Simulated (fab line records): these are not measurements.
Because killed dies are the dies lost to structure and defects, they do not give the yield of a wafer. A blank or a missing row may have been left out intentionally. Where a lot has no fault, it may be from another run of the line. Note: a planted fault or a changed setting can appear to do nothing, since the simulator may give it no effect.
Comparing a struck lot with a sound one | flow sky130 | 14 steps out of a route of 708
Sound: wafers L507.3, L507.5, L507.6. Wafers struck: L500.3, L500.5, L500.6. The cause is named last.
Per side, at each step with rows, come the tool, then ch with its chambers, and then its first start. Under that, the readings that differ: sound wafers | struck wafers | difference of the means | sigmas: that difference in standard deviations of wafers without a fault.
alike: a reading whose means differ by less than 2 such deviations, as well as words and numbers matching on both sides. not compared: withheld readings; readings where some wafer has no value; bounds like >300 that might hide an equal value; numbers whose values overlap and for which the record gives no deviation.
The two part at a step that has a row with sigmas, a row that says differs or no value, or rows on one side only. Non-overlapping numbers with no deviation appear without sigmas and do not part them. A reading missing from all wafers of one side parts the sides only when that side holds two or more wafers.

SKY_CONTACT_CVD_00: deposits Si3N4, target thk 75 nm.
  sound on pecvd-02 ch 0,1, day 36 07:05; struck on pecvd-02 ch 0,2, day 33 20:28
  alike: heater power w
SKY_CONTACT_THK_MEAS_01:
  struck on film metro-03, day 33 20:32; sound on film metro-01, day 36 07:08
  alike: CONTACT_CVD_00_THK
then, 1 step without rows for these wafers: SKY_CONTACT_HDPCVD_02 (deposits SiO2, target thk 565 nm, time 94.2 s).
SKY_CONTACT_THK_MEAS_03:
  struck on film metro-01, day 33 20:40; sound on film metro-02, day 36 07:16
  alike: CONTACT_HDPCVD_THK
SKY_CONTACT_CMP_04: polishes SiO2.
  sound on cmp-02 ch 1,2, day 36 07:19; struck on cmp-01 ch 0,1,2, day 33 20:51
  alike: motor current A, retaining ring pressure frac, slurry flow ml min, time to endpoint s
SKY_CONTACT_BOW_MEAS_05:
  struck on film metro-03, day 33 21:02; sound on film metro-02, day 36 07:39
  alike: CONTACT_BOW
then, 6 steps without rows for these wafers: SKY_CONTACT_DEHYDRATE_06 (time 60 s); SKY_CONTACT_HMDS_07 (prime time 60 s); SKY_CONTACT_COAT_08 (resist thk 60 nm); SKY_CONTACT_COAT_09 (resist thk 450 nm); SKY_CONTACT_SOFTBAKE_10 (time 90 s); SKY_CONTACT_EXPOSE_11 (exposes mask CTM1, target cd 170 nm).
SKY_CONTACT_PEB_12:
  struck on litho track-01, day 34 23:00; sound on litho track-01 ch 0, day 37 09:00
  reading         | sound          | struck | difference                    | sigmas
  exhaust pa (Pa) | 45.8 44.3 45.2 | - - -  | no value on the struck wafers |
  not compared: chill plate temp C
then, 1 step without rows for these wafers: SKY_CONTACT_DEVELOP_13 (develop time 60 s).

== WHERE THEY PART ==
Only at SKY_CONTACT_PEB_12, as far as this record shows.

WHY: whatever the simulator had introduced
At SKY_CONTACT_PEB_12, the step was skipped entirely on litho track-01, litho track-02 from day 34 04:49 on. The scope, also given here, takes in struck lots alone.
